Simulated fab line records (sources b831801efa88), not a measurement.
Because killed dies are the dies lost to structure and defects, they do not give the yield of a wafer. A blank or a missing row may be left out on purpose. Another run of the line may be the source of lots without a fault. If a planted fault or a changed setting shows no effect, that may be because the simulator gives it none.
fab line records	flow sky130
record: lots: 5	wafers: 15	last-day: 50
route steps=708 shown VIA3@576 METAL4@598 CAP2M@603 PAD_OPEN@708
lots that met no fault: from a run of the same line without faults
start-h: hours from the record's first day to the start of the lot's first wafer shown	wait-h: hours since the lot's step before	" unchanged from the row above	L1.1+2: a single row standing in for several wafers	- no value, or no start was given	* or withheld: withheld	< > ~ a bound
route shown NAME@n: names a module that has steps shown in the file, with the first one's number in the route	usual: mean/standard deviation of fault-free wafers	same: alike in all rows	chamber/n: place in a boat	sites: each site's reading	_std_site: the standard deviation of these	_edge_site: mean of outer sites minus mean of inner sites	radius-mm: for every site, how far away it sits from the centre of the wafer	mask NAME#n: copy n	behind: the tool/chamber that last shaped the wafer	hold: the reason the lot was held/the length of the hold in hours/how it ended	device: transistor that didn't switch, given as n, p or np	end of line: the route-end tests of the same wafers	a step with no rows: only its recipe	killed: the dies lost at the first sort to structure and to defects; this is not the yield of the wafer	map: a wafer's dies, marking killed ones x, the rest . and places with no die _
set.NAME: the setting that was run; set.NAME@STEP: the one run at that earlier step	model.NAME: the simulator's own value behind a step, which no gauge read
a table for each step, a row for each wafer; lots at some steps of the route
services: when a tool's chamber went out of use (start-h, in hours from the record's first day, below 0 if earlier), for how many hours, and the reason
== steps ==
step: SKY_VIA3_BOW_MEAS_03
recipe: mode: bow
usual: VIA3_BOW: 80/7.3
lot.wafer	tool	chamber	start-h	wait-h	VIA3_BOW[um]
L447.1	film-metro-02	-	908.70	0.2	83
L447.2	"	-	"	"	79
L447.3	"	-	"	"	69
L452.1	film-metro-04	-	933.89	0.2	78
L452.4	"	-	"	"	84
L452.5	"	-	"	"	73
L454.3	film-metro-02	-	944.69	0.2	81
L454.4	"	-	"	"	92
L454.5	"	-	"	"	87
L461.4	film-metro-04	-	1005.94	0.2	82
L461.5	"	-	"	"	83
L461.6	"	-	"	"	69
L468.2	film-metro-02	-	1060.26	0.1	83
L468.3	"	-	"	"	81
L468.6	"	-	"	"	74
step: SKY_VIA3_DEHYDRATE_04
recipe: temp-c: 200	time-s: 60
step: SKY_VIA3_HMDS_05
recipe: prime-time-s: 60	prime-temp-c: 120
step: SKY_VIA3_COAT_06
recipe: resist: BARC	temp-c: withheld	time-s: withheld	spin-rpm: 3000	resist-thk-nm: 60
step: SKY_VIA3_COAT_07
recipe: resist: KrF-thick	spin-rpm: 3000	resist-thk-nm: 450
step: SKY_VIA3_SOFTBAKE_08
recipe: temp-c: 100	time-s: 90	resist: KrF-thick
step: SKY_VIA3_EXPOSE_09
recipe: mask-id: VIM3	na: 0.8	source-shape: annular	sigma-inner: 0.55	sigma-outer: 0.85	target-cd-nm: 200	dose-mj: 38
step: SKY_VIA3_PEB_10
recipe: peb-temp-c: withheld	peb-time-s: withheld	resist: KrF-thick
step: SKY_VIA3_DEVELOP_11
recipe: develop-time-s: 60	resist: KrF-thick	dev-temp-c: 21
step: SKY_VIA3_CD_MEAS_12
recipe: target-cd-nm: 200
usual: cd-nm: 200.2/1.4
lot.wafer	tool	chamber	start-h	wait-h	cd-nm
L447.1	cd-sem-02	-	933.15	-	202.2
L447.2	"	-	"	"	202.5
L447.3	"	-	"	"	201.6
L452.1	cd-sem-01	-	958.05	-	198.4
L452.4	"	-	"	"	200.1
L452.5	"	-	"	"	199.4
L454.3	cd-sem-02	-	967.98	-	202.0
L454.4	"	-	"	"	202.6
L454.5	"	-	"	"	202.3
L461.4	cd-sem-01	-	1029.05	-	200.6
L461.5	"	-	"	"	200.9
L461.6	"	-	"	"	200.4
L468.2	cd-sem-01	-	1081.24	-	197.9
L468.3	"	-	"	"	198.5
L468.6	"	-	"	"	197.6
step: SKY_VIA3_OVL_MEAS_13
usual: VIA3_OVL: -1/6.4
lot.wafer	tool	chamber	start-h	wait-h	VIA3_OVL[nm]
L447.1	overlay-02	-	933.27	0.1	1
L447.2	"	-	"	"	1
L447.3	"	-	"	"	-2
L452.1	overlay-02	-	958.17	0.1	-5
L452.4	"	-	"	"	4
L452.5	"	-	"	"	-4
L454.3	overlay-01	-	968.07	0.1	-6
L454.4	"	-	"	"	-11
L454.5	"	-	"	"	-7
L461.4	overlay-02	-	1029.13	0.1	-7
L461.5	"	-	"	"	-3
L461.6	"	-	"	"	-12
L468.2	overlay-02	-	1081.35	0.1	-2
L468.3	"	-	"	"	5
L468.6	"	-	"	"	4
step: SKY_VIA3_ETCH_14
recipe: chemistry: N2/H2	target: BARC	ion-energy-ev: 200	source-w: 500	bias-w: 100	pressure-mtorr: 30	n2-flow-sccm: 100	h2-flow-sccm: 200	stop-on: SiO2	time-s: 45.9	target-depth-a: 600
usual: drypump-motor-current-A: 6.0/0.42	oes-product-au: 0.856/0.0047	throttle-valve-pct: 13.225/0.01
lot.wafer	tool	chamber	start-h	wait-h	drypump-motor-current-A	oes-product-au	rf-hours-counter-h	throttle-valve-pct
L447.1	rie-diel-01	1	933.31	0.0	5.7	0.861	5	13.226
L447.2	"	3	"	"	6.7	0.845	15	13.210
L447.3	"	2	"	"	6.1	0.857	13	13.211
L452.1	rie-diel-02	1	958.21	0.0	5.8	0.856	6	13.217
L452.4	"	0	"	"	6.1	0.848	21	13.229
L452.5	"	3	"	"	6.5	0.852	-	13.221
L454.3	rie-diel-01	2	968.09	0.0	6.1	0.852	14	13.225
L454.4	"	3	"	"	6.7	0.860	17	13.233
L454.5	"	3	"	"	6.7	0.853	-	13.231
L461.4	rie-diel-01	3	1029.14	0.0	6.7	0.848	19	13.226
L461.5	"	2	"	"	6.1	0.856	-	13.239
L461.6	"	3	"	"	6.7	0.859	-	13.225
L468.2	rie-diel-02	2	1081.38	0.0	6.2	0.853	17	13.230
L468.3	"	1	"	"	5.7	0.861	9	13.228
L468.6	"	1	"	"	5.7	0.846	-	13.238
step: SKY_VIA3_ETCH_15
recipe: target: SiO2	chemistry: C4F8/O2/Ar	target-depth-nm: 507	stop-on: TiN	mask-material: KrF-thick	source-w: 1500	bias-w: 1200	pressure-mtorr: 40	c4f8-flow-sccm: withheld	O2_flow_sccm: 6	Ar_flow_sccm: 300	time-s: 78
usual: oes-product-au: 0.946/0.0047
lot.wafer	tool	chamber	start-h	wait-h	oes-product-au	rf-hours-counter-h
L447.1	rie-diel-01	1	933.35	0.0	0.946	5
L447.2	"	3	"	"	0.946	16
L447.3	"	2	"	"	0.934	13
L452.1	rie-diel-02	1	958.25	0.0	0.948	6
L452.4	"	0	"	"	0.942	21
L452.5	"	3	"	"	0.945	-
L454.3	rie-diel-01	2	968.13	0.0	0.951	14
L454.4	"	3	"	"	0.949	17
L454.5	"	3	"	"	0.956	-
L461.4	rie-diel-01	3	1029.19	0.0	0.943	19
L461.5	"	2	"	"	0.942	-
L461.6	"	3	"	"	0.960	-
L468.2	rie-diel-02	2	1081.42	0.0	0.943	17
L468.3	"	1	"	"	0.945	9
L468.6	"	1	"	"	0.952	-
step: SKY_VIA3_STRIP_16
recipe: chemistry: O2/N2	power-w: 1400	pressure-mtorr: 1500	platen-temp-c: withheld	o2-flow-sccm: 3000	n2-flow-sccm: 300	overash-fraction: 0.5
step: SKY_VIA3_STRIP_17
recipe: chemistry: post-etch-residue-remover	time-s: 1200	temp-c: 72.5
step: SKY_VIA3_CLEAN_18
recipe: chemistry: IPA	time-s: 180	temp-c: 25
step: SKY_VIA3_CLEAN_19
recipe: chemistry: O3/DIW	dry: n2-spin
step: SKY_VIA3_SPUTTER_20
recipe: material: TiN	target-thk-nm: 20	chamber-pressure-pa: 5	power-w: 4000	time-s: 80
step: SKY_VIA3_CVD_21
recipe: material: W	target-thk-nm: 390	time-s: 117.31	temp-c: 400	pressure-torr: 40
step: SKY_VIA3_RS_MEAS_22
recipe: thk-meas-gauge: four-point-probe	reads: W_of_VIA3_CVD_21+TiN_of_VIA3_SPUTTER_20
usual: VIA3_W_RS: 0.292/0.0044
lot.wafer	tool	chamber	start-h	wait-h	VIA3_W_RS[ohm/sq]
L447.1	film-metro-02	-	934.18	0.1	0.291
L447.2	"	-	"	"	0.288
L447.3	"	-	"	"	0.295
L452.1	film-metro-01	-	959.22	0.1	0.295
L452.4	"	-	"	"	0.286
L452.5	"	-	"	"	0.286
L454.3	film-metro-01	-	969.01	0.1	0.298
L454.4	"	-	"	"	0.291
L454.5	"	-	"	"	0.292
L461.4	film-metro-04	-	1030.12	0.1	0.296
L461.5	"	-	"	"	0.294
L461.6	"	-	"	"	0.287
L468.2	film-metro-04	-	1082.72	0.1	0.291
L468.3	"	-	"	"	0.289
L468.6	"	-	"	"	0.297
step: SKY_VIA3_THK_MEAS_23
recipe: thk-meas-gauge: xrf	reads: W_of_VIA3_CVD_21
usual: VIA3_W_THK: 379/7.5
lot.wafer	tool	chamber	start-h	wait-h	VIA3_W_THK[nm]
L447.1	film-metro-02	-	934.30	0.1	382
L447.2	"	-	"	"	387
L447.3	"	-	"	"	376
L452.1	film-metro-01	-	959.34	0.1	364
L452.4	"	-	"	"	376
L452.5	"	-	"	"	374
L454.3	film-metro-01	-	969.11	0.1	368
L454.4	"	-	"	"	376
L454.5	"	-	"	"	371
L461.4	film-metro-04	-	1030.21	0.1	381
L461.5	"	-	"	"	382
L461.6	"	-	"	"	388
L468.2	film-metro-04	-	1082.83	0.1	385
L468.3	"	-	"	"	388
L468.6	"	-	"	"	376
step: SKY_VIA3_CMP_24
recipe: stop-on: SiO2	t-overpolish-s: 20	down-force-psi: 3.5	platen-rpm: 60	target-thk-nm: 0	pad-velocity-m-s: 0.94248
usual: motor-current-A: 11.4/1	overpolish-run-s: 20.001/0.0095	time-to-endpoint-s: 94/3.3
same: t-overpolish-s: 20
lot.wafer	tool	chamber	start-h	wait-h	motor-current-A	overpolish-run-s	time-to-endpoint-s
L447.1	cmp-01	3	934.36	0.1	11.6	20.007	91
L447.3	"	0	"	"	11.3	20.021	91
L447.2	"	2	"	"	12.3	20.008	96
L452.1	cmp-02	2	959.47	0.1	12.5	20.006	88
L452.4	"	0	"	"	10.1	19.992	89
L452.5	"	2	"	"	11.8	19.992	94
L454.3	cmp-01	0	969.15	0.0	11.3	20.012	89
L454.4	"	2	"	"	13.0	19.983	95
L454.5	"	0	"	"	11.1	19.988	96
L461.4	cmp-01	1	1030.50	0.3	12.7	20.003	91
L461.5	"	2	"	"	13.0	19.996	94
L461.6	"	3	"	"	11.4	19.998	96
L468.3	cmp-02	2	1083.07	0.2	12.4	20.004	94
L468.2	"	3	"	"	10.3	19.986	98
L468.6	"	3	"	"	10.1	19.989	96
step: SKY_METAL4_SPUTTER_00
recipe: material: Ti	target-thk-nm: 15	power-w: 3000	time-s: 10	chamber-pressure-pa: 0.4
step: SKY_METAL4_SPUTTER_01
recipe: material: TiN	target-thk-nm: 20	power-w: 6500	time-s: 16.7	chamber-pressure-pa: 0.4
step: SKY_METAL4_SPUTTER_02
recipe: material: AlCu	target-thk-nm: 735	power-w: 10600	time-s: 39.1	chamber-pressure-pa: 0.4
step: SKY_METAL4_SPUTTER_03
recipe: material: Ti	target-thk-nm: 5	power-w: 3000	time-s: 3.365	chamber-pressure-pa: 0.4
usual: cathode-dc-power-W: 3000.0/0.55	throttle-valve-pct: 30.1/0.94
lot.wafer	tool	chamber	start-h	wait-h	cathode-dc-power-W	throttle-valve-pct
L447.1	pvd-sputter-03	-	934.75	0.0	2999.6	30.6
L447.2	"	-	"	"	3000.3	33.1
L447.3	"	-	"	"	2999.1	28.3
L452.1	pvd-sputter-02	-	959.85	0.0	2999.7	30.8
L452.4	"	-	"	"	3000.0	29.6
L452.5	"	-	"	"	3000.1	29.4
L454.3	pvd-sputter-02	-	969.54	0.0	2999.9	31.0
L454.4	"	-	"	"	3000.6	30.9
L454.5	"	-	"	"	3000.8	29.6
L461.4	pvd-sputter-04	-	1030.74	0.0	3000.2	30.7
L461.5	"	-	"	"	2999.9	30.8
L461.6	"	-	"	"	3000.9	29.8
L468.2	pvd-sputter-04	-	1083.45	0.0	3000.1	30.3
L468.3	"	-	"	"	2999.3	29.7
L468.6	"	-	"	"	3000.1	30.2
step: SKY_METAL4_SPUTTER_04
recipe: material: TiN	target-thk-nm: 70	power-w: 6500	time-s: 58.3	chamber-pressure-pa: 0.4
step: SKY_CAP2M_CVD_00
recipe: material: SiO2	target-thk-nm: 15.5	temp-c: 400	time-s: withheld	rf-w: 450
usual: heater-power-w: 736/110
lot.wafer	tool	chamber	start-h	wait-h	heater-power-w
L447.1	pecvd-04	2	934.82	0.0	834
L447.2	"	1	"	"	824
L447.3	"	0	"	"	761
L452.1	pecvd-04	1	959.92	0.0	831
L452.4	"	1	"	"	835
L452.5	"	0	"	"	710
L454.3	pecvd-04	0	969.60	0.0	645
L454.4	"	0	"	"	632
L454.5	"	2	"	"	790
L461.4	pecvd-04	1	1030.82	0.0	965
L461.5	"	2	"	"	823
L461.6	"	1	"	"	958
L468.2	pecvd-02	0	1083.52	0.0	549
L468.3	"	2	"	"	587
L468.6	"	0	"	"	526
step: SKY_CAP2M_THK_MEAS_01
recipe: reads: SiO2_of_CAP2M_CVD_00
usual: CAP2M_CVD_00_THK: 15.49/0.22
lot.wafer	tool	chamber	start-h	wait-h	CAP2M_CVD_00_THK[nm]
L447.1	film-metro-03	-	934.84	-	15.59
L447.2	"	-	"	"	15.62
L447.3	"	-	"	"	15.76
L452.1	film-metro-04	-	959.94	-	15.72
L452.4	"	-	"	"	15.75
L452.5	"	-	"	"	16.04
L454.3	film-metro-04	-	969.65	-	15.60
L454.4	"	-	"	"	15.88
L454.5	"	-	"	"	15.87
L461.4	film-metro-03	-	1030.87	-	15.62
L461.5	"	-	"	"	15.80
L461.6	"	-	"	"	15.79
L468.2	film-metro-04	-	1083.55	-	15.50
L468.3	"	-	"	"	15.50
L468.6	"	-	"	"	15.61
step: SKY_CAP2M_SPUTTER_02
recipe: material: TiN	target-thk-nm: 200	temp-c: 300	power-w: 6500	time-s: 166.7	chamber-pressure-pa: 0.4
usual: cathode-dc-power-W: 6500.0/1.1	throttle-valve-pct: 30.0/1.4
lot.wafer	tool	chamber	start-h	wait-h	cathode-dc-power-W	throttle-valve-pct
L447.1	pvd-sputter-01	-	934.90	0.1	6499.7	29.8
L447.2	"	-	"	"	6499.6	29.9
L447.3	"	-	"	"	6501.7	31.6
L452.1	pvd-sputter-03	-	960.00	0.1	6500.3	28.6
L452.4	"	-	"	"	6501.4	30.5
L452.5	"	-	"	"	6499.5	28.4
L454.3	pvd-sputter-04	-	969.69	0.0	6500.3	30.5
L454.4	"	-	"	"	6501.5	29.7
L454.5	"	-	"	"	6500.3	30.2
L461.4	pvd-sputter-03	-	1030.90	0.0	6500.6	28.7
L461.5	"	-	"	"	6498.7	30.9
L461.6	"	-	"	"	6498.5	28.4
L468.2	pvd-sputter-03	-	1083.60	0.0	6500.2	33.2
L468.3	"	-	"	"	6500.0	30.5
L468.6	"	-	"	"	6500.7	32.7
step: SKY_CAP2M_RS_MEAS_03
recipe: thk-meas-gauge: four-point-probe	reads: TiN_of_CAP2M_SPUTTER_02
usual: CAP2M_TIN_RS: 6.91/0.072
lot.wafer	tool	chamber	start-h	wait-h	CAP2M_TIN_RS[ohm/sq]
L447.1	film-metro-04	-	935.01	0.1	6.99
L447.2	"	-	"	"	7.05
L447.3	"	-	"	"	6.93
L452.1	film-metro-04	-	960.11	0.1	6.93
L452.4	"	-	"	"	6.87
L452.5	"	-	"	"	6.91
L454.3	film-metro-02	-	969.83	0.1	6.91
L454.4	"	-	"	"	6.93
L454.5	"	-	"	"	6.96
L461.4	film-metro-04	-	1031.07	0.1	6.80
L461.5	"	-	"	"	6.84
L461.6	"	-	"	"	6.84
L468.2	film-metro-03	-	1083.81	0.1	6.97
L468.3	"	-	"	"	6.95
L468.6	"	-	"	"	6.97
step: SKY_CAP2M_THK_MEAS_04
recipe: thk-meas-gauge: xrf	reads: TiN_of_CAP2M_SPUTTER_02
usual: CAP2M_TIN_THK: 201.1/2.1
lot.wafer	tool	chamber	start-h	wait-h	CAP2M_TIN_THK[nm]
L447.1	film-metro-04	-	935.13	0.1	199.2
L447.2	"	-	"	"	197.0
L447.3	"	-	"	"	201.4
L452.1	film-metro-04	-	960.23	0.1	200.7
L452.4	"	-	"	"	201.2
L452.5	"	-	"	"	200.4
L454.3	film-metro-02	-	969.93	0.1	200.2
L454.4	"	-	"	"	199.6
L454.5	"	-	"	"	199.6
L461.4	film-metro-04	-	1031.16	0.1	203.6
L461.5	"	-	"	"	201.5
L461.6	"	-	"	"	201.3
L468.2	film-metro-03	-	1083.92	0.1	200.8
L468.3	"	-	"	"	201.5
L468.6	"	-	"	"	200.8
step: SKY_CAP2M_DEHYDRATE_05
recipe: temp-c: 200	time-s: 60
step: SKY_CAP2M_HMDS_06
recipe: prime-time-s: 60	prime-temp-c: 120
step: SKY_CAP2M_COAT_07
recipe: resist: NOVOLAK	spin-rpm: 3000	resist-thk-nm: 1140
step: SKY_CAP2M_SOFTBAKE_08
recipe: temp-c: 90	time-s: 60	resist: NOVOLAK
step: SKY_CAP2M_EXPOSE_09
recipe: mask-id: CAP2M	na: 0.6	source-shape: conventional	sigma-outer: 0.6	polarization: unpolarized	target-cd-nm: 1000	dose-mj: 159
step: SKY_CAP2M_PEB_10
recipe: temp-c: withheld	time-s: *	resist: NOVOLAK
step: SKY_CAP2M_DEVELOP_11
recipe: resist: NOVOLAK	developer: TMAH	develop-time-s: 60	dev-temp-c: 23
step: SKY_CAP2M_OVL_MEAS_12
usual: CAP2M_OVL: -0.5/1.2
lot.wafer	tool	chamber	start-h	wait-h	CAP2M_OVL[nm]
L447.1	overlay-02	-	959.34	0.1	-2.0
L447.2	"	-	"	"	2.2
L447.3	"	-	"	"	-1.4
L452.1	overlay-01	-	984.03	0.1	0.0
L452.4	"	-	"	"	0.9
L452.5	"	-	"	"	-0.4
L454.3	overlay-02	-	992.45	0.1	-1.3
L454.4	"	-	"	"	-1.2
L454.5	"	-	"	"	-0.1
L461.4	overlay-01	-	1053.35	0.1	0.8
L461.5	"	-	"	"	-0.5
L461.6	"	-	"	"	0.1
L468.2	overlay-01	-	1103.54	0.1	-0.7
L468.3	"	-	"	"	-1.4
L468.6	"	-	"	"	-0.3
step: SKY_CAP2M_METAL_ETCH_13
recipe: target-depth-nm: 220	stop-on: SiO2	chemistry: Cl2/BCl3	target: TiN	pressure-mtorr: 10	icp-w: 900	bias-w: 48.5	Cl2_flow_sccm: 60	bcl3-flow-sccm: 30	time-s: 62.9
step: SKY_CAP2M_STRIP_14
recipe: chemistry: O2/N2	power-w: 1400	pressure-mtorr: 1500	platen-temp-c: withheld	o2-flow-sccm: 3000	n2-flow-sccm: 300	overash-fraction: 0.5
step: SKY_PAD_OPEN_PROBE_99
usual: defect-limited-yield: 82.5/1.8	killed_at_M0_to_M3: 43/5.9	killed_at_M4_up: 3.3/1.9	killed-at-contacts: 24/5.6	killed-at-front-end: 15/4.1	killed-at-other: 0.4/0.66	killed-dies: 86/9	killed-open: 47/6.9	killed-short: 39/6.2	sort_bin_3_pad_short: 0.9/0.45	sort_bin_5_function: 10.3/1.4	sort_bin_6_memory: 6.3/1.2	sort-n-pass: 406/9	sort-yield-pct: 82.5/1.8
same: gross-dies: 492	killed-at-back-side: 0	sort_bin_4_leakage[%]: 0	sort_bin_8_speed[%]: 0
lot.wafer	tool	chamber	start-h	wait-h	defect-limited-yield[%]	killed_at_M0_to_M3	killed_at_M4_up	killed-at-contacts	killed-at-front-end	killed-at-other	killed-dies	killed-open	killed-short	sort_bin_3_pad_short[%]	sort_bin_5_function[%]	sort_bin_6_memory[%]	sort-n-pass	sort-yield-pct[%]	model.etest.tester.sort-n-pass	model.etest.tester.sort-yield-pct	model.etest.tester.sort_bin_5_pct	model.etest.tester.sort_bin_3_pct
L447.1	prober-01	-	1079.35	0.1	84.3	36	2	16	23	0	77	42	35	0.6	10.8	4.3	415	84.3	415	84.35	10.77	0.6098
L447.2	prober-01	-	1079.40	0.1	83.1	39	3	21	19	1	83	39	44	0.2	10.4	6.3	409	83.1	409	83.13	10.37	0.2033
L447.3	prober-01	-	1079.45	0.2	79.3	48	5	28	21	0	102	56	46	1.0	13.8	5.9	390	79.3	390	79.27	13.82	1.016
L452.1	prober-02	-	1101.77	0.1	80.5	42	5	29	20	0	96	57	39	1.2	11.6	6.7	396	80.5	396	80.49	11.59	1.22
L452.4	prober-02	-	1101.92	0.2	73.4	94	6	15	14	2	131	33	38	4.1	15.7	6.9	361	73.4	361	73.37	15.65	4.065
L452.5	prober-02	-	1101.97	0.2	82.5	33	7	31	15	0	86	47	39	1.0	10.8	5.7	406	82.5	406	82.52	10.77	1.016
L454.3	prober-02	-	1107.67	0.2	83.5	40	6	22	13	0	81	43	38	1.0	10.2	5.3	411	83.5	411	83.54	10.16	1.016
L454.4	prober-02	-	1107.72	0.2	84.1	48	1	16	13	0	78	42	36	1.4	8.9	5.5	414	84.1	414	84.15	8.943	1.423
L454.5	prober-02	-	1107.77	0.2	81.7	39	2	32	17	0	90	51	38	0.8	10.4	7.1	402	81.7	402	81.71	10.37	0.813
L461.4	prober-01	-	1157.85	0.2	82.7	38	4	28	14	1	85	47	37	0.4	10.8	6.1	407	82.7	407	82.72	10.77	0.4065
L461.5	prober-01	-	1157.90	0.2	81.5	39	3	23	25	1	91	56	33	1.2	10.0	7.3	401	81.5	401	81.5	9.959	1.22
L461.6	prober-01	-	1157.95	0.2	80.9	41	1	34	17	1	94	46	48	1.8	10.8	6.5	398	80.9	398	80.89	10.77	1.829
L468.2	prober-02	-	1199.26	0.1	83.1	31	5	24	23	0	83	39	44	1.4	9.8	5.7	409	83.1	409	83.13	9.756	1.423
L468.3	prober-02	-	1199.31	0.2	86.0	37	4	14	13	1	69	36	33	1.2	8.5	4.3	423	86.0	423	85.98	8.537	1.22
L468.6	prober-02	-	1199.46	0.2	85.6	37	4	21	9	0	71	42	29	0.6	9.3	4.5	421	85.6	421	85.57	9.35	0.6098
killed by level:class
L447.1 VIA1:geometric-particle:open=10 POLY_GATE:geometric-particle:open=7 VIA1:geometric-particle:short=6 LI_CONTACT:geometric-particle:open=5 VIA3:geometric-particle:open=5 POLY_GATE:geometric-particle:short=4 CONTACT:geometric-particle:open=4 FIELD_ISO:geometric-particle:open=3
L447.2 VIA1:geometric-particle:short=9 CONTACT:geometric-particle:open=9 VIA3:geometric-particle:open=7 METAL2:geometric-particle:short=6 VIA2:geometric-particle:open=5 METAL1:geometric-particle:short=4 FIELD_ISO:geometric-particle:open=3 CONTACT:geometric-particle:short=3
L447.3 VIA1:geometric-particle:open=15 LI_CONTACT:geometric-particle:open=10 METAL1:geometric-particle:short=7 VIA1:geometric-particle:short=7 VIA3:geometric-particle:open=7 FIELD_ISO:geometric-particle:short=6 POLY_GATE:geometric-particle:short=6 CONTACT:geometric-particle:open=6
L452.1 VIA1:geometric-particle:open=12 CONTACT:geometric-particle:open=9 CONTACT:geometric-particle:short=7 VIA3:geometric-particle:open=6 LI_CONTACT:geometric-particle:open=5 VIA3:geometric-particle:short=5 FIELD_ISO:geometric-particle:open=4 POLY_GATE:geometric-particle:open=4
L452.4 VIA3:unspecified=60 VIA1:geometric-particle:open=10 LI_CONTACT:geometric-particle:open=5 METAL2:geometric-particle:short=4 FIELD_ISO:geometric-particle:short=4 LOCAL_INTERCONNECT:geometric-particle:short=4 CONTACT:geometric-particle:open=4 METAL1:geometric-particle:open=4
L452.5 CONTACT:geometric-particle:open=13 LOCAL_INTERCONNECT:geometric-particle:short=8 VIA1:geometric-particle:open=7 METAL2:geometric-particle:short=5 POLY_GATE:geometric-particle:open=5 VIA3:geometric-particle:open=5 FIELD_ISO:geometric-particle:short=4 VIA2:geometric-particle:open=4
L454.3 LI_CONTACT:geometric-particle:open=7 VIA3:geometric-particle:open=7 VIA1:geometric-particle:open=7 VIA1:geometric-particle:short=7 CONTACT:geometric-particle:short=6 CONTACT:geometric-particle:open=5 VIA2:geometric-particle:open=5 VIA3:geometric-particle:short=5
L454.4 METAL2:geometric-particle:short=10 VIA1:geometric-particle:open=8 VIA3:geometric-particle:open=8 CONTACT:geometric-particle:open=7 METAL3:geometric-particle:short=5 VIA2:geometric-particle:open=4 LI_CONTACT:geometric-particle:open=4 FIELD_ISO:geometric-particle:short=3
L454.5 CONTACT:geometric-particle:open=14 VIA2:geometric-particle:open=8 LI_CONTACT:geometric-particle:open=7 VIA1:geometric-particle:open=6 FIELD_ISO:geometric-particle:open=5 VIA3:geometric-particle:open=5 CONTACT:geometric-particle:short=5 METAL2:geometric-particle:short=5
L461.4 CONTACT:geometric-particle:open=14 VIA1:geometric-particle:open=14 VIA3:geometric-particle:open=6 FIELD_ISO:geometric-particle:short=5 POLY_GATE:geometric-particle:short=5 VIA2:geometric-particle:short=5 VIA2:geometric-particle:open=4 LI_CONTACT:geometric-particle:open=4
L461.5 VIA1:geometric-particle:open=13 FIELD_ISO:geometric-particle:open=10 CONTACT:geometric-particle:open=10 LI_CONTACT:geometric-particle:open=7 VIA1:geometric-particle:short=7 POLY_GATE:geometric-particle:open=6 FIELD_ISO:geometric-particle:short=5 VIA3:geometric-particle:open=5
L461.6 CONTACT:geometric-particle:open=16 VIA1:geometric-particle:short=12 CONTACT:geometric-particle:short=8 LI_CONTACT:geometric-particle:open=7 VIA1:geometric-particle:open=7 POLY_GATE:geometric-particle:short=6 FIELD_ISO:geometric-particle:open=4 POLY_GATE:geometric-particle:open=4
L468.2 LI_CONTACT:geometric-particle:open=9 FIELD_ISO:geometric-particle:short=6 VIA1:geometric-particle:open=6 CONTACT:geometric-particle:open=6 FIELD_ISO:geometric-particle:open=5 METAL4:geometric-particle:short=5 METAL1:geometric-particle:short=5 VIA1:geometric-particle:short=5
L468.3 VIA1:geometric-particle:open=9 METAL2:geometric-particle:short=6 VIA2:geometric-particle:open=5 VIA3:geometric-particle:open=5 METAL4:geometric-particle:short=4 CONTACT:geometric-particle:open=4 VIA1:geometric-particle:short=4 POLY_GATE:geometric-particle:open=3
L468.6 VIA2:geometric-particle:open=9 CONTACT:geometric-particle:open=8 VIA1:geometric-particle:open=6 METAL2:geometric-particle:short=5 LI_CONTACT:geometric-particle:open=4 LOCAL_INTERCONNECT:geometric-particle:short=4 CONTACT:geometric-particle:short=4 VIA2:geometric-particle:short=4
map L452.4 (x killed, . not)
__________....xx.x.._________
________.x.x.........._______
______.......xx....x...._____
_____..xx.......x.x...x..____
____......x......x........___
___..x.....................__
__.....x.xxx...........x...._
_.........................x..
_...x......x.x....x.x..x..x.x
_......x..........x..x.......
_....x....x.....x............
_...x.xx...x......x.....x..x.
_....x.xx.x..x...........xxx.
_.x..xxxxx.x.x...x.x..x......
_.xxxxxxxxxxx.....x...x......
__xxxxxxxxxxx...x.....x....x_
___xxxxxxxxxx..............__
____xxxxxxxx......xx......___
_____xxxxxxx.x..x.....x.x____
______.xxxx.x.....x....._____
________xx..x..x...x.._______
__________.........._________
map L468.2 (x killed, . not)
__________......x..._________
________.....x...x...._______
______........x.......x._____
_____...x...x............____
____x...x.x...............___
___....x...x.xxxx..x.......__
__..x............x.........._
_..............x.............
_.....x..x................x..
_..x..xxx...x..x..x..x.......
_xx....x...xx.xx..x...x..x...
_...x...................x....
_..xx.....x..................
_.x....xx......x.xx..........
_x.............xx......x.x...
__.x....x.x..x.x.....x......_
___...........x......x...x.__
____x..xx....x.....xx..xx.___
_____x...x..x..x......x..____
______.....xx.x.....x..._____
________.............._______
__________.........._________
== services ==
tool	chamber	start-h	hours	kind
cmp-02	-	912.02	4.0	pm
rie-diel-01	0	916.82	5.6	repair
cmp-01	-	923.74	1.1	repair
cmp-01	-	925.22	0.6	repair
pecvd-02	-	931.06	28.1	pm
rie-diel-02	2	933.70	23.4	repair
pvd-sputter-04	-	950.55	2.1	repair
cmp-02	-	952.55	3.2	repair
pecvd-04	2	952.91	3.8	repair
cmp-01	-	974.46	7.8	pm
rie-diel-02	1	989.71	32.2	repair
cmp-01	-	993.49	5.3	pm
pvd-sputter-03	-	994.27	2.5	repair
cmp-01	-	999.10	0.8	repair
cmp-02	-	1002.83	0.5	repair
cmp-02	-	1010.64	2.9	pm
pvd-sputter-02	-	1037.95	4.3	repair
cmp-02	-	1042.75	1.0	repair
cmp-02	-	1046.24	1.6	repair
pecvd-02	0	1046.29	1.9	repair
pvd-sputter-02	-	1047.86	3.3	repair
pecvd-02	-	1060.43	1.0	repair
cmp-02	-	1062.38	0.8	repair
rie-diel-01	1	1067.33	2.5	repair
== key ==
first-sign: step: SKY_PAD_OPEN_PROBE_99	reading: killed_at_M0_to_M3	direction: up	sigmas: 8.6	usual: 43	struck: 94
effect: step: SKY_PAD_OPEN_PROBE_99	reading: sort_bin_3_pad_short	direction: up	sigmas: 7	usual: 0.9	struck: 4.1
model-effect: step: SKY_PAD_OPEN_PROBE_99	value: etest.tester.sort-n-pass	without: 415	struck: 361
met-at SKY_VIA3_ETCH_15
struck-wafers L452.4
fault: kind: chamber-particle-source	tool: rie-diel-02	chamber: 0	onset-h: 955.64	steps: SKY_VIA3_ETCH_15	rate-per-visit-cm2: 1.6774	end-h: 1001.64
